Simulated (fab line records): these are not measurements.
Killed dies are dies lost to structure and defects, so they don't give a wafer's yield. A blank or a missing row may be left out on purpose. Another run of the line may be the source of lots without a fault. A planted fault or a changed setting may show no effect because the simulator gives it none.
A lot that was struck, set against a sound lot / flow gf180mcu / 15 out of 602 route steps
Sound: the wafers L704.1, L704.3, L704.4. Wafers L693.1, L693.4, L693.5 were the ones struck. At the end, the cause is stated.
For every step that has rows: the tool of each side, followed by ch and its chambers, followed by its first start. Under that, the readings that differ: sound wafers / struck wafers / difference of the means / sigmas: that difference in standard deviations of wafers without a fault.
alike: a reading whose means differ by less than 2 such deviations, as well as words and numbers matching on both sides. not compared: withheld readings; readings where some wafer has no value; bounds like >300 that might hide an equal value; numbers whose values overlap and for which the record gives no deviation.
A row with sigmas, a row that says differs or no value, or rows on one side alone: a step with any of these is where the two part. Non-overlapping numbers with no deviation appear without sigmas and do not part them. A reading missing from all wafers of one side parts the sides only when that side holds two or more wafers.

first, 6 steps without rows for these wafers: GF_PSD_HMDS_01 (prime time 60 s); GF_PSD_COAT_02 (resist thk 1000 nm); GF_PSD_SOFTBAKE_03 (time 60 s); GF_PSD_EXPOSE_04 (exposes mask Pplus, target cd 400 nm); GF_PSD_PEB_05; GF_PSD_DEVELOP_06 (develop time 60 s).
GF_PSD_CD_MEAS_07: the cd target is 400 nm.
  sound on cd sem-02, day 21 04:35; struck on cd sem-01, day 17 07:48
  alike: cd nm
GF_PSD_OVL_MEAS_08:
  sound on overlay-01, day 21 04:43; struck on overlay-02, day 17 07:55
  alike: PSD_OVL
following that, these wafers have no rows for 1 step: GF_PSD_IMPLANT_09.
GF_PSD_STRIP_10: strips in O2/N2.
  sound on plasma asher-04 ch 0,1, day 21 04:53; struck on plasma asher-01 ch 0,1, day 17 08:06
  alike: drypump motor current A, heater power w, oes product au, strip time to endpoint s
  not compared: rf hours counter h
GF_PSD_TW_MEAS_11:
  sound on film metro-01, day 21 04:59; struck on film metro-03, day 17 08:12
  alike: PSD_TW
then, 1 step without rows for these wafers: GF_PSD_CLEAN_12 (cleans in SC1/SC2, time 150 s).
GF_PSD_RTA_13: time 20 s.
  sound on rtp anneal-01 ch 0, day 21 05:06; struck on rtp anneal-01 ch 0, day 17 08:19
reading=lamp power pct (%); sound=27.0 27.0 27.0; struck=30.3 30.2 30.2; difference=+3.2; sigmas=+2
reading=wafer_temp_C_max; sound=1031.2 1028.9 1027.8; struck=1071.4 1071.9 1072.0; difference=+42.5; sigmas=+49
  alike: chamber o2 ppm
GF_PSD_RS_MEAS_14: measures by four-point-probe.
  sound on film metro-02, day 21 05:11; struck on film metro-02, day 17 08:41
reading=NSD_RS (ohm/sq); sound=46.28 46.40 46.32; struck=39.75 39.89 39.94; difference=-6.47; sigmas=-75
  not compared: hold
following that, these wafers have no rows for 1 step: GF_PASSIVATION_PROBE_99.

WHERE THEY PART
At GF_PSD_RTA_13 first; at GF_PSD_RS_MEAS_14 last (within this record only).

WHY: what had been put in by the simulator
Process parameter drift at GF_PSD_RTA_13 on rtp anneal-01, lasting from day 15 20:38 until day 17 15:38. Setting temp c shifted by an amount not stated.
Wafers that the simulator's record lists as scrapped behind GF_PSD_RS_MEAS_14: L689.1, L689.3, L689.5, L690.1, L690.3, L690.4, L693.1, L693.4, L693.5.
